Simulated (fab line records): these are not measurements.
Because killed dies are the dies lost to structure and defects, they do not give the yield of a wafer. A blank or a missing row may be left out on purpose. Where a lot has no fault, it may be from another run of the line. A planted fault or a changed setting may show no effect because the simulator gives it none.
Which tool is to blame? | flow sky130 | 12 lots, 36 wafers sampled, at 1 step of a route of 708

== WHAT THE GAUGES READ, wafer by wafer ==
SKY_VIA1_THK_MEAS_23: measures by xrf. Usual: for VIA1_W_THK the level is 275 nm and the standard deviation is 4.
lot  | measured     | on            | VIA1_W_THK (nm) | flag
L398 | day 34 03:02 | film metro-01 | 270 266 263     |
L401 | day 35 03:02 | film metro-03 | 274 275 273     |
L402 | day 35 12:01 | film metro-01 | 270 269 267     |
L403 | day 35 16:56 | film metro-01 | 269 272 274     |
L407 | day 36 22:01 | film metro-02 | 275 273 279     |
L408 | day 37 15:47 | film metro-03 | 272 275 272     |
L409 | day 38 05:20 | film metro-02 | 281 281 280     |
L416 | day 40 00:53 | film metro-02 | 281 277 279     |
L417 | day 40 01:34 | film metro-02 | 279 278 277     |
L419 | day 40 11:32 | film metro-02 | 277 280 279     |
L420 | day 41 02:41 | film metro-02 | 276 277 275     |
L421 | day 41 04:07 | film metro-02 | 279 279 279     |

== WHAT TOOL EACH LOT RAN ON (gives the tool, then ch and the chambers of the sampled wafers, and finally the start) ==
There is no process step in the record ahead of these readings.

== AS READ BY THE TOOLS THEMSELVES (means over the sampled wafers that have a number; for cases with no such wafer, the mark the record gives instead) ==
The record holds no such reading with a usual standard deviation.

== THE ANSWER, worked out from the rows above alone ==
Rule: take the mean of a lot's wafers that have a number; if it is more than 3 standard deviations from the usual mean, the lot is off. Also off: a lot with no number at a reading for which 4 or more lots have one. Any other lot the step has rows for is counted as sound. The gauges are gone through in route order, then the tools' own readings, and for those a lot's mean is taken as printed above. At the first step where some lot is off, the reading lying furthest off is the one used; lots without a number count as furthest.
No lot is off at any reading shown: from this, nothing can be told.

== WHAT WAS PUT IN BY THE SIMULATOR ==
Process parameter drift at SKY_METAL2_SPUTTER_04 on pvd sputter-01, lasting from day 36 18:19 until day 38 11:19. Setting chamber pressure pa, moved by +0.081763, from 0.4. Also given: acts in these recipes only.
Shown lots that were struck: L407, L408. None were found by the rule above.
